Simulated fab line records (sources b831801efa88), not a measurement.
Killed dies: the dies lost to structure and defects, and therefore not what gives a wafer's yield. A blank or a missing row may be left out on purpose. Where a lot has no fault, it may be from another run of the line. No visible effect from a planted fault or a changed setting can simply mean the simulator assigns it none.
2 desks, one fault || flow gf180mcu || only its own numbers are on each desk; what lay behind them is given at the end

== FROM THE METROLOGY DESK ==
What the gauges read for every lot (on any tool): the sampled wafers with a number, averaged. A lot is out of limits, marked OUT, if its mean lies more than 4 standard deviations from the usual mean; the brackets give that distance.
Columns: A = PSD_OVL at GF_PSD_OVL_MEAS_08, usual -0.3 nm; B = SAB_CVD_00_THK at GF_SAB_THK_MEAS_01, usual 50.2 nm; C = CONTACT_CVD_00_THK at GF_CONTACT_THK_MEAS_01, usual 302 nm; D = CONTACT_CVD_02_THK at GF_CONTACT_THK_MEAS_03, usual 859 nm
{"lot": "L791", "first seen here": "day 14 10:34", "A": -1.2, "B": 49.7, "C": 299, "D": 860}
{"lot": "L793", "first seen here": "day 14 19:25", "A": 0.6, "B": 50.1, "C": 306, "D": 861}
{"lot": "L794", "first seen here": "day 15 12:43", "A": -0.6, "B": 50.2, "C": 298, "D": 859}
{"lot": "L795", "first seen here": "day 16 01:09", "A": -0.3, "B": 50.3, "C": 305, "D": 853}
{"lot": "L798", "first seen here": "day 16 17:04", "A": -1.9, "B": 50.3, "C": 305, "D": 869}
{"lot": "L797", "first seen here": "day 16 21:20", "A": -2.2, "B": 51.2, "C": 306, "D": 871}
{"lot": "L799", "first seen here": "day 17 07:00", "A": -1.6, "B": 49.9, "C": 297, "D": 863}
{"lot": "L801", "first seen here": "day 18 00:04", "A": 0.3, "B": 49.1, "C": 299, "D": 855}
{"lot": "L803", "first seen here": "day 18 12:13", "A": -0.9, "B": 50.2, "C": 299, "D": 858}
{"lot": "L804", "first seen here": "day 18 22:34", "A": -0.1, "B": 50.3, "C": "252 (-13) OUT", "D": 850}
{"lot": "L805", "first seen here": "day 19 01:31", "A": 1.1, "B": 50.5, "C": "250 (-14) OUT", "D": 867}
{"lot": "L808", "first seen here": "day 20 10:02", "A": 1.1, "B": 50.3, "C": 305, "D": 859}
{"lot": "L814", "first seen here": "day 22 04:44", "A": 0.8, "B": 50.0, "C": 301, "D": 870}
This desk's result: L804, L805 out of limits, first on L804 (CONTACT_CVD_00_THK at GF_CONTACT_THK_MEAS_01), day 20 00:20. Within limits: L791, L793, L794, L795, L798, L797, L799, L801, L803, L808, L814.

== DESK OF THE TOOL OWNER: hdpcvd-02 ==
The tool's own readings at GF_CONTACT_CVD_00 (deposits SiO2, target thk 300 nm, time 50 s): means of the sampled wafers that have a number, for each lot that ran on this tool. A lot is out of limits, marked OUT, if its mean lies more than 4 standard deviations from the usual mean; the brackets give that distance.
Columns: A = sih4_flow_sccm at GF_CONTACT_CVD_00, usual 60.01 sccm
{"lot": "L791", "first seen here": "day 15 09:34", "A": 59.84}
{"lot": "L799", "first seen here": "day 18 08:53", "A": 60.01}
{"lot": "L801", "first seen here": "day 19 02:08", "A": 60.13}
{"lot": "L803", "first seen here": "day 19 14:42", "A": 60.13}
{"lot": "L804", "first seen here": "day 20 00:17", "A": "50.05 (-55) OUT"}
{"lot": "L805", "first seen here": "day 20 03:29", "A": "49.94 (-56) OUT"}
This desk's verdict: out of limits on L804, L805, starting with L804 at day 20 00:17 (sih4_flow_sccm at GF_CONTACT_CVD_00). Within limits: L791, L799, L801, L803.

== PUT TOGETHER ==
At day 20 00:17, on L804, L805, the tool owner's desk was in a position to raise an alarm.
At day 20 00:20 the metrology desk could have sounded an alarm, on L804, L805.
Of the lots named, all ran GF_CONTACT_CVD_00 on hdpcvd-02.

== WHAT THE SIMULATOR HAD PUT IN ==
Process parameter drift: hdpcvd-02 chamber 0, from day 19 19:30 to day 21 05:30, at GF_CONTACT_CVD_00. Setting sih4_flow_sccm shifted by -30 from 60. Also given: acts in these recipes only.
Shown lots that were struck: L804, L805.
Fault start to first reading out of limits, in hours, per desk: tool owner, 5; metrology, 5.
